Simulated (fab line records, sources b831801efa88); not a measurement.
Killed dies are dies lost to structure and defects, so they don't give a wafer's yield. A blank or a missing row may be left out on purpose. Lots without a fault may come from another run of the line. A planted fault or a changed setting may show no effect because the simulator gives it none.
Which tool did it? | flow gf180mcu | 12 lots, 36 wafers sampled, at 4 steps of a route of 602

WHAT THE GAUGES READ, wafer by wafer
GF_CONTACT_RS_MEAS_25: measures by four-point-probe. Usual: CONTACT_W_RS 0.385 ohm/sq, standard deviation 0.0054.
lot  | measured     | on            | CONTACT_W_RS (ohm/sq) | flag
L440 | day 18 01:04 | film_metro-03 | 0.379 0.377 0.385     |
L442 | day 18 13:25 | film_metro-04 | 0.377 0.385 0.381     |
L446 | day 19 23:00 | film_metro-04 | 0.387 0.397 0.391     |
L448 | day 20 11:36 | film_metro-04 | 0.393 0.384 0.398     |
L451 | day 21 14:35 | film_metro-03 | 0.376 0.389 0.386     |
L452 | day 21 23:01 | film_metro-04 | 0.382 0.380 0.379     |
L453 | day 22 11:46 | film_metro-01 | 0.378 0.376 0.381     |
L454 | day 22 20:22 | film_metro-04 | 0.379 0.384 0.378     |
L455 | day 23 01:30 | film_metro-04 | 0.392 0.383 0.390     |
L456 | day 23 10:36 | film_metro-04 | 0.382 0.379 0.377     |
L458 | day 24 05:59 | film_metro-01 | 0.387 0.385 0.387     |
L459 | day 24 13:11 | film_metro-01 | 0.394 0.385 0.391     |

GF_V1_CD_MEAS_14: target cd 260 nm. Usual: cd_nm 260.1 nm, standard deviation 1.2.
lot  | measured     | on        | cd_nm (nm)        | flag
L440 | day 20 03:03 | cd_sem-02 | 259.2 259.6 259.1 |
L442 | day 20 16:49 | cd_sem-02 | 259.4 260.5 260.3 |
L446 | day 22 01:34 | cd_sem-01 | 260.7 260.8 262.3 |
L448 | day 22 13:18 | cd_sem-01 | 260.1 260.2 261.3 |
L451 | day 23 14:20 | cd_sem-01 | 260.3 260.0 259.6 |
L452 | day 23 23:14 | cd_sem-02 | 258.0 258.0 259.8 |
L453 | day 24 12:23 | cd_sem-02 | 259.5 260.6 261.1 |
L454 | day 24 18:28 | cd_sem-02 | 260.0 260.6 259.9 |
L455 | day 25 00:18 | cd_sem-01 | 259.8 261.5 259.9 |
L456 | day 25 08:04 | cd_sem-01 | 260.6 260.8 261.2 |
L458 | day 26 03:02 | cd_sem-01 | 261.3 261.7 260.7 |
L459 | day 26 09:44 | cd_sem-02 | 261.1 261.6 261.6 |

WHICH TOOL RAN EACH LOT (tool, then ch and the chambers of the sampled wafers, then the start)
lot  | GF_CONTACT_CMP_27             | GF_M1_STRIP_17
L440 | cmp-01 ch 1,2, day 18 01:14   | plasma_asher-03 ch 0,1, day 19 01:35
L442 | cmp-02 ch 0,1,3, day 18 13:42 | plasma_asher-03 ch 0,1, day 19 14:52
L446 | cmp-02 ch 0,2,3, day 19 23:14 | plasma_asher-01 ch 0,1, day 21 00:06
L448 | cmp-01 ch 0,1,2, day 20 11:52 | plasma_asher-04 ch 0,1, day 21 11:55
L451 | cmp-02 ch 0,1,3, day 21 14:46 | plasma_asher-04 ch 0,1, day 22 14:44
L452 | cmp-01 ch 0,1, day 21 23:11   | plasma_asher-03 ch 0,1, day 22 23:37
L453 | cmp-02 ch 1,2, day 22 11:55   | plasma_asher-03 ch 0,1, day 23 13:26
L454 | cmp-01 ch 0,3, day 22 20:32   | plasma_asher-03 ch 0,1, day 23 19:11
L455 | cmp-02 ch 1,2,3, day 23 01:43 | plasma_asher-01 ch 1, day 24 01:01
L456 | cmp-01 ch 1,2,3, day 23 10:50 | plasma_asher-01 ch 0,1, day 24 09:27
L458 | cmp-02 ch 1,3, day 24 06:13   | plasma_asher-03 ch 0,1, day 25 05:01
L459 | cmp-02 ch 0,1,2, day 24 13:20 | plasma_asher-04 ch 0,1, day 25 11:46
- GF_CONTACT_CMP_27: polishes, stops on SiO2, t overpolish 15 s, target thk 0 nm.
- GF_M1_STRIP_17: strips in O2/N2.

WHAT THE TOOLS THEMSELVES READ (means of the sampled wafers that have a number; where no wafer has one, the mark that the record gives instead)
GF_CONTACT_CMP_27. Usual: motor_current_A 11.0 A, standard deviation 0.7; overpolish_run_s 15.001 s, standard deviation 0.0092; platen_rpm 60.00 rpm, standard deviation 0.035; slurry_filter_dp_kPa 13.48 kPa, standard deviation 0.14; time_to_endpoint_s 72 s, standard deviation 3.5.
lot  | tool   | motor_current_A (A) | overpolish_run_s (s) | platen_rpm (rpm) | slurry_filter_dp_kPa (kPa) | time_to_endpoint_s (s) | flag
L440 | cmp-01 | 10.9                | 14.991               | 59.99            | 13.40                      | 80                     |
L442 | cmp-02 | 11.3                | 14.999               | 59.96            | 13.48                      | 69                     |
L446 | cmp-02 | 10.9                | 14.996               | 59.99            | 13.44                      | 70                     |
L448 | cmp-01 | 10.6                | 14.995               | 59.98            | 13.56                      | 71                     |
L451 | cmp-02 | 11.4                | 15.005               | 59.97            | 13.59                      | 73                     |
L452 | cmp-01 | 10.9                | 14.996               | 60.01            | 13.56                      | 73                     |
L453 | cmp-02 | 11.0                | 15.002               | 59.98            | 13.42                      | 73                     |
L454 | cmp-01 | 11.0                | 15.009               | 60.02            | 13.56                      | 74                     |
L455 | cmp-02 | 10.9                | 15.005               | 60.00            | 13.58                      | 73                     |
L456 | cmp-01 | 11.1                | 15.003               | 59.99            | 13.56                      | 74                     |
L458 | cmp-02 | 10.7                | 15.012               | 59.99            | 13.48                      | 67                     |
L459 | cmp-02 | 11.4                | 15.006               | 59.97            | 13.45                      | 69                     |

GF_M1_STRIP_17. Usual: chamber_pressure_mTorr 1500.0 mTorr, standard deviation 1.5; drypump_motor_current_A 5.5 A, standard deviation 0.42; heater_power_w 316 W, standard deviation 19; oes_product_au 0.537 a.u., standard deviation 0.0055; strip_time_to_endpoint_s 7.38 s, standard deviation 0.039.
lot  | tool            | chamber_pressure_mTorr (mTorr) | drypump_motor_current_A (A) | heater_power_w (W) | oes_product_au (a.u.) | strip_time_to_endpoint_s (s) | flag
L440 | plasma_asher-03 | 1801.5                         | 5.5                         | 310                | 0.539                 | 7.12                         | OFF
L442 | plasma_asher-03 | 1801.0                         | 5.5                         | 305                | 0.540                 | 7.18                         | OFF
L446 | plasma_asher-01 | 1500.3                         | 5.2                         | 305                | 0.536                 | 7.36                         |
L448 | plasma_asher-04 | 1500.1                         | 5.6                         | 341                | 0.542                 | 7.38                         |
L451 | plasma_asher-04 | 1499.4                         | 5.6                         | 346                | 0.540                 | 7.40                         |
L452 | plasma_asher-03 | 1501.1                         | 5.5                         | 311                | 0.534                 | 7.37                         |
L453 | plasma_asher-03 | 1500.1                         | 5.5                         | 308                | 0.538                 | 7.39                         |
L454 | plasma_asher-03 | 1500.8                         | 5.5                         | 312                | 0.539                 | 7.46                         |
L455 | plasma_asher-01 | 1501.1                         | 5.3                         | 289                | 0.537                 | 7.37                         |
L456 | plasma_asher-01 | 1499.2                         | 5.2                         | 312                | 0.542                 | 7.45                         |
L458 | plasma_asher-03 | 1500.6                         | 5.9                         | 313                | 0.532                 | 7.34                         |
L459 | plasma_asher-04 | 1498.7                         | 5.6                         | 333                | 0.537                 | 7.32                         |

THE ANSWER, worked out from the rows above alone
Rule: a lot is off if the mean of its wafers that have a number lies more than 3 standard deviations from the usual mean. A lot without any number at a reading at which 4 lots or more have one is off too. The other lots that the step has rows for count as sound. The gauges are gone through in route order, then the tools' own readings, and for those a lot's mean is taken as printed above. The first step at which some lot is off is used, and at that step the reading that is off furthest; a lot without a number counts as furthest.
Off: L440, L442, at GF_M1_STRIP_17 (chamber_pressure_mTorr).
A tool fits if, at that step or a process step before it, it ran every lot that is off, and no sound lot after the first of them. None of those tried fits.

WHAT THE SIMULATOR HAD PUT IN
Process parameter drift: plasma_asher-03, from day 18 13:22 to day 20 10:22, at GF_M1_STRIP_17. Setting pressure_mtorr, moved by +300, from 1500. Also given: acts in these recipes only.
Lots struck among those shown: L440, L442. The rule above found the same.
